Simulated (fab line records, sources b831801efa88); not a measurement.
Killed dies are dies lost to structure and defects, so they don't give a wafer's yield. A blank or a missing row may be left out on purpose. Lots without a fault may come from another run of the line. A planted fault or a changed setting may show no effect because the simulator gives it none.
fab line records | flow gf180mcu
record lots=5 wafers=23
route steps=602 shown HV_LDD@232 NSD@237 PSD@254 SAB@264 CONTACT@287 M1@316
start_h: hours from the record's first day to the start of the lot's first wafer shown | wait_h: hours since the lot's step before | " the same as in the row above | L1.1+2: a row that stands for several wafers | - no value, or no start given | * or withheld: withheld | < > ~ a bound
route shown NAME@n: a module of which the file shows steps, and the number in the route of the first | usual: mean/standard deviation of fault-free wafers | same: alike in all rows | chamber/n: place in a boat | sites: the reading at each site | _std_site: their standard deviation | _edge_site: outer sites' mean less inner sites' | radius_mm: how far each site lies from the wafer's centre | mask NAME#n: copy n | behind: the tool/chamber that last shaped the wafer | hold: why the lot was held/for how many hours/how that ended | device: the transistor (n, p or np) that didn't switch | end of line: the same wafers' tests at the end of the route | a step without rows: its recipe alone | killed: dies lost to structure and defects at the first sort, not the wafer's yield | map: a wafer's dies, x killed, . not, _ none there
set.NAME: the setting as run; set.NAME@STEP: as run at that earlier step | model.NAME: the simulator's own value behind a step, which no gauge read
lots whose settings were changed on purpose; a table a step, a row a wafer
## steps
# step GF_HV_LDD_CVD_56
# recipe material=Si3N4 precursor=DCS/NH3 target_thk_nm=90 temp_c=770 time_s=1543 pressure_mtorr=250
# columns lot.wafer tool chamber start_h wait_h set.time_s
L076.3+4+6 lpcvd-01 0 282.96 0.0 1543
L078.1+2+4+5+6 - - - 0.1 1543
L079.1+2+3+4+6 - - - 0.1 1314
L080.1+2+4+5+6 - - - 0.1 1665
L083.1+2+3+5+6 - - - 0.1 1760
# step GF_HV_LDD_ETCHBACK_58
# recipe chemistry=CH3F/O2 target=Si3N4 stop_on=SiO2 source_w=400 bias_w=80 pressure_mtorr=25 ch3f_flow_sccm=40 O2_flow_sccm=30 time_s=100 target_depth_a=900
# usual oes_product_au=0.845/0.006
# columns lot.wafer tool chamber start_h wait_h set.time_s@HV_LDD_CVD_56 oes_product_au
L076.3 rie_diel-02 2 284.45 0.0 1543 0.853
L076.4 " 3 " " 1543 0.843
L076.6 " 3 " " 1543 0.848
L078.1 rie_diel-02 1 320.53 0.1 1543 0.837
L078.2 " 2 " " 1543 0.849
L078.4 " 0 " " 1543 0.835
L078.5 " 1 " " 1543 0.850
L078.6 " 2 " " 1543 0.847
L079.1 rie_diel-02 0 324.25 0.1 1314 0.784
L079.2 " 2 " " 1314 0.770
L079.3 " 1 " " 1314 0.780
L079.4 " 1 " " 1314 0.779
L079.6 " 2 " " 1314 0.773
L080.1 rie_diel-01 0 341.76 0.1 1665 0.878
L080.2 " 3 " " 1665 0.876
L080.4 " 2 " " 1665 0.891
L080.5 " 3 " " 1665 0.876
L080.6 " 0 " " 1665 0.881
L083.1 rie_diel-01 0 355.56 0.1 1760 0.916
L083.2 " 3 " " 1760 0.925
L083.3 " 2 " " 1760 0.909
L083.5 " 1 " " 1760 0.918
L083.6 " 0 " " 1760 0.920
# step GF_NSD_COAT_02
# recipe resist=NOVOLAK spin_rpm=3000 resist_thk_nm=1000
# columns lot.wafer tool chamber start_h wait_h set.spin_rpm model.NOVOLAK_of_NSD_COAT_02.thk_nm
L076.3 litho_track-02 0 294.13 0.1 3000 993.6
L076.4 " 0 " " 3000 997.6
L076.6 " 0 " " 3000 995.1
L078.1 litho_track-02 0 330.58 0.1 2871 1024
L078.2 " 0 " " 3000 1002
L078.4+5 " 0 " " 2871 1023
L078.6 " 0 " " 3000 1001
L079.1 litho_track-03 0 333.91 0.1 3118 980.8
L079.2 " 0 " " 3000 1001
L079.3 " 0 " " 3000 997.3
L079.4 " 0 " " 3000 999.8
L079.6 " 0 " " 3118 981.5
L080.1+6 litho_track-02 0 352.28 0.1 3000 1002
L080.2 " 0 " " 3000 1001
L080.4 " 0 " " 3000 999.7
L080.5 " 0 " " 3000 998.9
L083.1 litho_track-02 0 366.43 0.1 3000 997.5
L083.2 " 0 " " 3075 987.4
L083.3 " 0 " " 3075 985.5
L083.5 " 0 " " 3000 999.4
L083.6 " 0 " " 3075 986.5
# step GF_NSD_IMPLANT_09
# recipe species=As energy_kev=60 dose_cm2=4e+15 tilt_deg=7
# columns lot.wafer tool chamber start_h wait_h set.energy_kev model.implant.rp_nm model.implant.drp_nm
L076.3+4+6 implanter-01 0 303.80 0.1 60 37.23 16.15
L078.1+2+4+5+6 implanter-01 0 341.14 0.0 60 36.86 16.15
L079.1+3 implanter-04 0 345.04 0.0 60 36.01 16.15
L079.2+4+6 " 0 " " 56.64 34.33 15.46
L080.1+4+5 implanter-01 0 363.79 0.0 60 37.84 16.15
L080.2+6 " 0 " " 65.28 40.62 17.23
L083.1+6 implanter-04 0 377.94 0.0 60 36.38 16.15
L083.2+3+5 " 0 " " 64.47 38.64 17.06
# step GF_NSD_IMPLANT_10
# recipe species=P energy_kev=40 dose_cm2=5e+14 tilt_deg=7
# step GF_NSD_STRIP_11
# recipe chemistry=O2/N2 power_w=1400 pressure_mtorr=1500 platen_temp_c=250 o2_flow_sccm=3000 n2_flow_sccm=300 overash_fraction=0.5
# usual strip_time_to_endpoint_s=22.95/0.033
# columns lot.wafer tool chamber start_h wait_h set.spin_rpm@NSD_COAT_02 set.energy_kev@NSD_IMPLANT_09 strip_time_to_endpoint_s
L076.3 plasma_asher-04 1 304.08 0.1 3000 60 22.91
L076.4 " 0 " " 3000 60 22.93
L076.6 " 0 " " 3000 60 22.90
L078.1 plasma_asher-02 0 341.44 0.1 2871 60 23.21
L078.2 " 1 " " 3000 60 22.98
L078.4 " 0 " " 2871 60 23.22
L078.5 " 0 " " 2871 60 23.20
L078.6 " 1 " " 3000 60 22.94
L079.1 plasma_asher-02 0 345.34 0.1 3118 60 22.73
L079.2 " 1 " " 3000 56.64 22.54
L079.3 " 1 " " 3000 60 22.92
L079.4 " 0 " " 3000 56.64 22.51
L079.6 " 0 " " 3118 56.64 22.31
L080.1 plasma_asher-01 1 364.09 0.1 3000 60 22.94
L080.2 " 0 " " 3000 65.28 23.62
L080.4 " 0 " " 3000 60 22.92
L080.5 " 0 " " 3000 60 22.91
L080.6 " 1 " " 3000 65.28 23.67
L083.1 plasma_asher-04 0 378.24 0.1 3000 60 22.93
L083.2 " 1 " " 3075 64.47 23.43
L083.3 " 0 " " 3075 64.47 23.37
L083.5 " 1 " " 3000 64.47 23.55
L083.6 " 0 " " 3075 60 22.82
# step GF_PSD_DEVELOP_06
# recipe develop_time_s=60 dev_temp_c=23
# columns lot.wafer tool chamber start_h wait_h set.develop_time_s
L076.3+4+6 litho_track-02 0 324.78 0.1 60
L078.1+5+6 litho_track-01 0 363.22 0.1 51.91
L078.2+4 " 0 " " 60
L079.1+2+4 litho_track-01 0 367.12 0.1 64.68
L079.3+6 " 0 " " 60
L080.1+2+4 litho_track-04 0 385.89 0.1 60
L080.5+6 " 0 " " 53.58
L083.1+2+6 litho_track-01 0 400.67 0.1 60
L083.3+5 " 0 " " 54.02
# step GF_PSD_CD_MEAS_07
# recipe target_cd_nm=400
# usual cd_nm=400.9/2.2
# columns lot.wafer tool chamber start_h wait_h set.develop_time_s@PSD_DEVELOP_06 cd_nm
L076.3 cd_sem-02 - 324.92 0.1 60 403.8
L076.4 " - " " 60 403.7
L076.6 " - " " 60 404.4
L078.1 cd_sem-02 - 363.37 0.1 51.91 385.8
L078.2 " - " " 60 400.4
L078.4 " - " " 60 400.6
L078.5 " - " " 51.91 385.9
L078.6 " - " " 51.91 383.8
L079.1 cd_sem-01 - 367.27 0.1 64.68 406.1
L079.2 " - " " 64.68 407.1
L079.3 " - " " 60 399.7
L079.4 " - " " 64.68 407.0
L079.6 " - " " 60 399.4
L080.1 cd_sem-02 - 386.04 0.1 60 396.6
L080.2 " - " " 60 398.5
L080.4 " - " " 60 395.9
L080.5 " - " " 53.58 386.0
L080.6 " - " " 53.58 385.4
L083.1 cd_sem-02 - 400.82 0.1 60 403.7
L083.2 " - " " 60 404.5
L083.3 " - " " 54.02 393.8
L083.5 " - " " 54.02 395.0
L083.6 " - " " 60 404.7
# step GF_PSD_IMPLANT_09
# recipe species=BF2 energy_kev=40.42 dose_cm2=1.5e+15 tilt_deg=7
# step GF_PSD_CLEAN_12
# recipe chemistry=SC1/SC2 mix=1:4:20 temp_c=70 time_s=150 dry=n2_spin
# step GF_PSD_RTA_13
# recipe temp_c=1025 time_s=20 ambient=N2
# step GF_PSD_RS_MEAS_14
# recipe thk_meas_gauge=four-point-probe
# usual NSD_RS=46.19/0.094
# columns lot.wafer tool chamber start_h wait_h set.energy_kev@NSD_IMPLANT_09 NSD_RS[ohm/sq]
L076.3 film_metro-02 - 325.52 0.1 60 46.21
L076.4 " - " " 60 46.27
L076.6 " - " " 60 46.35
L078.1 film_metro-01 - 363.97 0.1 60 46.25
L078.2 " - " " 60 46.10
L078.4 " - " " 60 46.09
L078.5 " - " " 60 46.19
L078.6 " - " " 60 46.27
L079.1 film_metro-02 - 367.87 0.1 60 46.30
L079.2 " - " " 56.64 47.10
L079.3 " - " " 60 46.19
L079.4 " - " " 56.64 47.17
L079.6 " - " " 56.64 47.15
L080.1 film_metro-04 - 386.64 0.1 60 46.03
L080.2 " - " " 65.28 44.66
L080.4 " - " " 60 46.10
L080.5 " - " " 60 46.10
L080.6 " - " " 65.28 44.64
L083.1 film_metro-01 - 401.43 0.1 60 46.10
L083.2 " - " " 64.47 44.92
L083.3 " - " " 64.47 44.88
L083.5 " - " " 64.47 44.94
L083.6 " - " " 60 46.19
# step GF_SAB_CVD_00
# recipe material=SiO2 target_thk_nm=50 precursor=TEOS temp_c=400 time_s=4.9302 rf_w=600
# columns lot.wafer tool chamber start_h wait_h set.time_s model.SiO2_of_SAB_CVD_00.thk_nm
L076.3 pecvd-01 2 325.72 0.1 4.9302 49.56
L076.4 " 0 " " 4.9302 50.64
L076.6 " 2 " " 4.9302 50.77
L078.1 pecvd-02 2 364.21 0.1 5.41 54.62
L078.2 " 0 " " 4.9302 49.72
L078.4 " 1 " " 4.9302 50.3
L078.5 " 2 " " 4.9302 50.47
L078.6 " 0 " " 5.41 55.8
L079.1 pecvd-02 0 368.11 0.1 4.9302 50.71
L079.2 " 1 " " 4.9302 49.78
L079.3 " 2 " " 4.9302 50.08
L079.4 " 0 " " 4.9302 50.86
L079.6 " 1 " " 4.9302 50.59
L080.1 pecvd-02 1 386.88 0.1 4.9302 50.18
L080.2 " 0 " " 4.9302 50.02
L080.4+5 " 2,1 " " 4.9302 51.21
L080.6 " 0 " " 4.9302 51.14
L083.1 pecvd-02 2 401.67 0.1 4.9302 49.65
L083.2 " 1 " " 5.445 55.96
L083.3 " 0 " " 5.445 55.82
L083.5 " 2 " " 4.9302 50.56
L083.6 " 1 " " 4.9302 51.05
# step GF_SAB_THK_MEAS_01
# recipe reads=SiO2_of_SAB_CVD_00
# usual SAB_CVD_00_THK=50.2/0.7
# columns lot.wafer tool chamber start_h wait_h set.time_s@SAB_CVD_00 SAB_CVD_00_THK[nm]
L076.3 film_metro-01 - 325.76 0.0 4.9302 49.5
L076.4 " - " " 4.9302 50.6
L076.6 " - " " 4.9302 50.7
L078.1 film_metro-01 - 364.23 0.0 5.41 54.6
L078.2 " - " " 4.9302 49.7
L078.4 " - " " 4.9302 50.3
L078.5 " - " " 4.9302 50.5
L078.6 " - " " 5.41 55.8
L079.1 film_metro-01 - 368.13 0.0 4.9302 50.8
L079.2 " - " " 4.9302 49.8
L079.3 " - " " 4.9302 50.1
L079.4 " - " " 4.9302 50.9
L079.6 " - " " 4.9302 50.6
L080.1 film_metro-03 - 386.90 0.0 4.9302 50.2
L080.2 " - " " 4.9302 50.0
L080.4 " - " " 4.9302 51.2
L080.5 " - " " 4.9302 51.2
L080.6 " - " " 4.9302 51.2
L083.1 film_metro-03 - 401.69 0.0 4.9302 49.6
L083.2 " - " " 5.445 56.0
L083.3 " - " " 5.445 55.8
L083.5 " - " " 4.9302 50.6
L083.6 " - " " 4.9302 51.1
# step GF_SAB_DEVELOP_08
# recipe develop_time_s=60 dev_temp_c=23
# columns lot.wafer tool chamber start_h wait_h set.develop_time_s
L076.3+4+6 litho_track-01 0 346.87 0.1 60
L078.1+2+5 litho_track-02 0 386.43 0.1 60
L078.4+6 " 0 " " 66.32
L079.1+3+4 litho_track-01 0 390.32 0.1 60
L079.2+6 " 0 " " 53.91
L080.1+2 litho_track-03 0 409.86 0.1 66.78
L080.4+5+6 " 0 " " 60
L083.1+2+3+5+6 litho_track-02 0 425.03 0.1 60
# step GF_SAB_CD_MEAS_09
# recipe target_cd_nm=420
# usual cd_nm=419.3/1.9
# columns lot.wafer tool chamber start_h wait_h set.develop_time_s@SAB_DEVELOP_08 cd_nm
L076.3 cd_sem-01 - 347.01 0.1 60 419.6
L076.4 " - " " 60 420.9
L076.6 " - " " 60 419.7
L078.1 cd_sem-01 - 386.58 0.1 60 415.5
L078.2 " - " " 60 416.9
L078.4 " - " " 66.32 409.0
L078.5 " - " " 60 416.0
L078.6 " - " " 66.32 407.9
L079.1 cd_sem-01 - 390.47 0.1 60 419.4
L079.2 " - " " 53.91 429.0
L079.3 " - " " 60 419.0
L079.4 " - " " 60 421.1
L079.6 " - " " 53.91 425.4
L080.1 cd_sem-02 - 410.01 0.1 66.78 410.9
L080.2 " - " " 66.78 410.7
L080.4 " - " " 60 420.6
L080.5 " - " " 60 422.8
L080.6 " - " " 60 422.0
L083.1 cd_sem-01 - 425.18 0.1 60 421.2
L083.2 " - " " 60 421.2
L083.3 " - " " 60 420.2
L083.5 " - " " 60 422.3
L083.6 " - " " 60 420.7
# step GF_SAB_ETCH_11
# recipe chemistry=C4F8/O2/Ar mask_material=NOVOLAK target=SiO2 target_depth_nm=55 source_w=1448 bias_w=1200 pressure_mtorr=40 c4f8_flow_sccm=withheld O2_flow_sccm=6 Ar_flow_sccm=300 time_s=8.5
# columns lot.wafer tool chamber start_h wait_h set.develop_time_s@SAB_DEVELOP_08 model.SAB.cd_nm
L076.3 rie_diel-04 0 347.12 0.0 60 420.4
L076.4 " 3 " " 60 421.8
L076.6 " 1 " " 60 420.6
L078.1 rie_diel-03 2 386.74 0.0 60 416
L078.2 " 3 " " 60 417.2
L078.4 " 1 " " 66.32 409.2
L078.5 " 3 " " 60 416.4
L078.6 " 2 " " 66.32 408
L079.1 rie_diel-03 0 390.62 0.0 60 419.6
L079.2 " 3 " " 53.91 429.6
L079.3 " 1 " " 60 419.8
L079.4 " 2 " " 60 421.5
L079.6 " 1 " " 53.91 425.6
L080.1 rie_diel-02 2 410.17 0.0 66.78 410.9
L080.2 " 1 " " 66.78 410
L080.4 " 3 " " 60 420.4
L080.5 " 3 " " 60 422.5
L080.6 " 0 " " 60 421.9
L083.1 rie_diel-04 3 425.34 0.0 60 421.4
L083.2 " 1 " " 60 420.9
L083.3 " 2 " " 60 420
L083.5 " 3 " " 60 422.3
L083.6 " 0 " " 60 420.4
# step GF_CONTACT_CVD_00
# recipe material=SiO2 target_thk_nm=300 sigma_open_frac=0.3 temp_c=400 time_s=50 sih4_flow_sccm=60 pressure_mtorr=6
# columns lot.wafer tool chamber start_h wait_h set.sih4_flow_sccm model.SiO2_of_CONTACT_CVD_00.thk_nm
L076.3 hdpcvd-01 1 348.00 0.1 60 300.9
L076.4 " 1 " " 60 298.7
L076.6 " 0 " " 60 302.9
L078.1 hdpcvd-01 0 387.63 0.1 62.65 316
L078.2 " 1 " " 60 302.9
L078.4 " 2 " " 62.65 315.6
L078.5 " 1 " " 60 298.7
L078.6 " 0 " " 60 301.4
L079.1 hdpcvd-02 1 391.50 0.1 60 304.1
L079.2 " 0 " " 60 306
L079.3 " 2 " " 60 301.9
L079.4 " 1 " " 60 305.4
L079.6 " 0 " " 60 303.1
L080.1 hdpcvd-02 1 411.07 0.1 66.55 332.3
L080.2 " 0 " " 60 301.3
L080.4 " 0 " " 60 300.9
L080.5 " 1 " " 66.55 331.6
L080.6 " 2 " " 60 297.6
L083.1 hdpcvd-02 1 426.25 0.1 60 304.7
L083.2 " 2 " " 51.85 262
L083.3 " 0 " " 60 302.5
L083.5 " 2 " " 60 299.3
L083.6 " 0 " " 51.85 263.4
# step GF_CONTACT_THK_MEAS_01
# recipe reads=SiO2_of_CONTACT_CVD_00
# usual CONTACT_CVD_00_THK=300/3.2
# columns lot.wafer tool chamber start_h wait_h set.sih4_flow_sccm@CONTACT_CVD_00 CONTACT_CVD_00_THK[nm]
L076.3 film_metro-03 - 348.06 0.0 60 301
L076.4 " - " " 60 299
L076.6 " - " " 60 303
L078.1 film_metro-02 - 387.67 0.0 62.65 316
L078.2 " - " " 60 303
L078.4 " - " " 62.65 316
L078.5 " - " " 60 299
L078.6 " - " " 60 302
L079.1 film_metro-04 - 391.54 0.0 60 304
L079.2 " - " " 60 306
L079.3 " - " " 60 302
L079.4 " - " " 60 305
L079.6 " - " " 60 304
L080.1 film_metro-03 - 411.11 0.0 66.55 332
L080.2 " - " " 60 301
L080.4 " - " " 60 301
L080.5 " - " " 66.55 332
L080.6 " - " " 60 298
L083.1 film_metro-02 - 426.29 0.0 60 305
L083.2 " - " " 51.85 262
L083.3 " - " " 60 302
L083.5 " - " " 60 299
L083.6 " - " " 51.85 263
# step GF_CONTACT_ETCH_17
# recipe chemistry=C4F8/O2/Ar mask_material=KrF target=SiO2 stop_on=CoSi2 source_w=1500 bias_w=1200 pressure_mtorr=40 c4f8_flow_sccm=withheld O2_flow_sccm=6 Ar_flow_sccm=300 time_s=withheld target_depth_a=8600
# columns lot.wafer tool chamber start_h wait_h set.bias_w set.sih4_flow_sccm@CONTACT_CVD_00 model.CONTACT.feature_depth_nm
L076.3 rie_diel-03 1 - - 1200 60 860.6
L076.4 " 2 " " 1200 60 858.6
L076.6 " 1 " " 1200 60 862.3
L078.1 rie_diel-03 1 - - 1124 62.65 875
L078.2 " 0 " " 1124 60 863
L078.4 " 3 " " 1200 62.65 874.5
L078.5 " 1 " " 1200 60 857.4
L078.6 " 0 " " 1200 60 862
L079.1 rie_diel-03 2 - - 1200 60 863
L079.2 " 3 " " 1118 60 864.9
L079.3 " 1 " " 1200 60 859.2
L079.4 " 0 " " 1118 60 864.8
L079.6 " 3 " " 1200 60 861.7
L080.1+5 rie_diel-01 0,3 - - 1277 66.55 892.8
L080.2 " 1 " " 1277 60 860.6
L080.4 " 2 " " 1200 60 860.6
L080.6 " 0 " " 1200 60 858.2
L083.1 rie_diel-03 2 - - 1200 60 864.7
L083.2 " 0 " " 1080 51.85 821.5
L083.3 " 1 " " 1080 60 860.8
L083.5 " 3 " " 1200 60 857.9
L083.6 " 0 " " 1080 51.85 821.9
# step GF_CONTACT_SPUTTER_23
# recipe material=TiN target_thk_nm=10 chamber_pressure_pa=5 power_w=4000 time_s=40
# columns lot.wafer tool chamber start_h wait_h set.power_w model.TiN_of_CONTACT_SPUTTER_23.thk_nm
L076.3 pvd_sputter-03 - 370.87 0.0 4000 9.793
L076.4 " - " " 4000 9.982
L076.6 " - " " 4000 9.969
L078.1 pvd_sputter-01 - 411.42 0.0 4000 9.916
L078.2 " - " " 4000 9.883
L078.4 " - " " 4000 10.09
L078.5 " - " " 4000 9.834
L078.6 " - " " 4000 9.954
L079.1 pvd_sputter-01 - 416.51 0.0 4000 9.964
L079.2 " - " " 4350 11.25
L079.3 " - " " 4350 11.06
L079.4 " - " " 4350 10.97
L079.6 " - " " 4000 10.07
L080.1 pvd_sputter-04 - 435.99 0.0 3857 9.346
L080.2 " - " " 4000 9.754
L080.4 " - " " 3857 9.656
L080.5 " - " " 4000 9.878
L080.6 " - " " 3857 9.271
L083.1 pvd_sputter-03 - 451.84 0.0 4000 9.828
L083.2 " - " " 4000 9.648
L083.3 " - " " 4000 9.785
L083.5 " - " " 4000 9.759
L083.6 " - " " 4000 9.77
# step GF_M1_SPUTTER_01
# recipe material=TiN target_thk_nm=30 power_w=6500 time_s=25 chamber_pressure_pa=0.4
# columns lot.wafer tool chamber start_h wait_h set.time_s model.TiN_of_M1_SPUTTER_01.thk_nm
L076.3 pvd_sputter-02 - 371.59 0.1 25 29.8
L076.4 " - " " 25 29.2
L076.6 " - " " 25 29.11
L078.1 pvd_sputter-03 - 412.14 0.1 27.42 32.4
L078.2 " - " " 27.42 32.32
L078.4 " - " " 25 30.03
L078.5 " - " " 25 29.72
L078.6 " - " " 27.42 33.12
L079.1 pvd_sputter-01 - 417.23 0.1 22.36 26.95
L079.2 " - " " 25 29.65
L079.3 " - " " 25 29.6
L079.4 " - " " 22.36 26.8
L079.6 " - " " 25 30.06
L080.1 pvd_sputter-03 - 436.71 0.1 25 29.55
L080.2 " - " " 27.13 32.54
L080.4 " - " " 25 30.03
L080.5 " - " " 27.13 32.24
L080.6 " - " " 27.13 32.35
L083.1 pvd_sputter-01 - 452.56 0.1 25 30.75
L083.2 " - " " 22.16 26.5
L083.3 " - " " 25 30.14
L083.5 " - " " 22.16 26.73
L083.6 " - " " 25 30.35
# step GF_M1_COAT_09
# recipe resist=KrF spin_rpm=withheld resist_thk_nm=1000
# columns lot.wafer tool chamber start_h wait_h set.resist_thk_nm model.KrF_of_M1_COAT_09.thk_nm
L076.3 litho_track-04 0 382.59 0.1 1000 999.3
L076.4 " 0 " " 1000 1002
L076.6 " 0 " " 1000 999.4
L078.1+2 litho_track-04 0 423.59 0.1 1000 -
L078.4 " 0 " " 1000 1002
L078.5 " 0 " " 1052 1052
L078.6 " 0 " " 1052 -
L079.1+4 litho_track-03 0 428.71 0.1 950.9 -
L079.2 " 0 " " 1000 999.4
L079.3 " 0 " " 1000 1000
L079.6 " 0 " " 950.9 951.2
L080.1 litho_track-02 0 448.63 0.1 1000 996
L080.2+5+6 " 0 " " 1000 -
L080.4 " 0 " " 1000 996.4
L083.1 litho_track-02 0 464.43 0.1 971.9 967
L083.2 " 0 " " 1000 -
L083.3 " 0 " " 1000 995.6
L083.5 " 0 " " 971.9 -
L083.6 " 0 " " 971.9 966.7
## key
split step=GF_HV_LDD_CVD_56 setting=time_s stated=1543 by=lot
response step=GF_HV_LDD_ETCHBACK_58 reading=oes_product_au change=+0.00479 per=1% r=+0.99
split step=GF_NSD_COAT_02 setting=spin_rpm stated=3000 by=wafer
response step=GF_NSD_COAT_02 reading=model.NOVOLAK_of_NSD_COAT_02.thk_nm change=-4.88 per=1% r=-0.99
response step=GF_NSD_STRIP_11 reading=strip_time_to_endpoint_s slope=* per=1% together_with=energy_kev@NSD_IMPLANT_09 explained=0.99
split step=GF_NSD_IMPLANT_09 setting=energy_kev stated=60 by=wafer
response step=GF_NSD_IMPLANT_09 reading=model.implant.rp_nm change=+0.308 per=1% r=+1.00
response step=GF_NSD_IMPLANT_09 reading=model.implant.drp_nm change=+0.123 per=1% r=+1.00
response step=GF_NSD_STRIP_11 reading=strip_time_to_endpoint_s change=* per=1% r=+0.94
response step=GF_PSD_RS_MEAS_14 reading=NSD_RS change=-0.163 per=1% r=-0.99
split step=GF_PSD_DEVELOP_06 setting=develop_time_s stated=60 by=wafer
response step=GF_PSD_CD_MEAS_07 reading=cd_nm change=+1.06 per=1% r=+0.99
split step=GF_SAB_CVD_00 setting=time_s stated=4.9302 by=wafer
response step=GF_SAB_CVD_00 reading=model.SiO2_of_SAB_CVD_00.thk_nm change=+0.521 per=1% r=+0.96
response step=GF_SAB_THK_MEAS_01 reading=SAB_CVD_00_THK change=+0.524 per=1% r=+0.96
split step=GF_SAB_DEVELOP_08 setting=develop_time_s stated=60 by=wafer
response step=GF_SAB_CD_MEAS_09 reading=cd_nm change=-0.819 per=1% r=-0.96
response step=GF_SAB_ETCH_11 reading=model.SAB.cd_nm change=-0.831 per=1% r=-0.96
split step=GF_CONTACT_CVD_00 setting=sih4_flow_sccm stated=60 by=wafer
response step=GF_CONTACT_CVD_00 reading=model.SiO2_of_CONTACT_CVD_00.thk_nm change=+2.95 per=1% r=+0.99
response step=GF_CONTACT_THK_MEAS_01 reading=CONTACT_CVD_00_THK change=+2.94 per=1% r=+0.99
response step=GF_CONTACT_ETCH_17 reading=model.CONTACT.feature_depth_nm change=+2.96 per=1% r=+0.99
split step=GF_CONTACT_ETCH_17 setting=bias_w stated=1200 by=wafer
response none clear
split step=GF_CONTACT_SPUTTER_23 setting=power_w stated=4000 by=wafer
response step=GF_CONTACT_SPUTTER_23 reading=model.TiN_of_CONTACT_SPUTTER_23.thk_nm change=+0.121 per=1% r=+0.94
split step=GF_M1_SPUTTER_01 setting=time_s stated=25 by=wafer
response step=GF_M1_SPUTTER_01 reading=model.TiN_of_M1_SPUTTER_01.thk_nm change=+0.301 per=1% r=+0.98
split step=GF_M1_COAT_09 setting=resist_thk_nm stated=1000 by=wafer
response step=GF_M1_COAT_09 reading=model.KrF_of_M1_COAT_09.thk_nm change=+9.82 per=1% r=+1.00
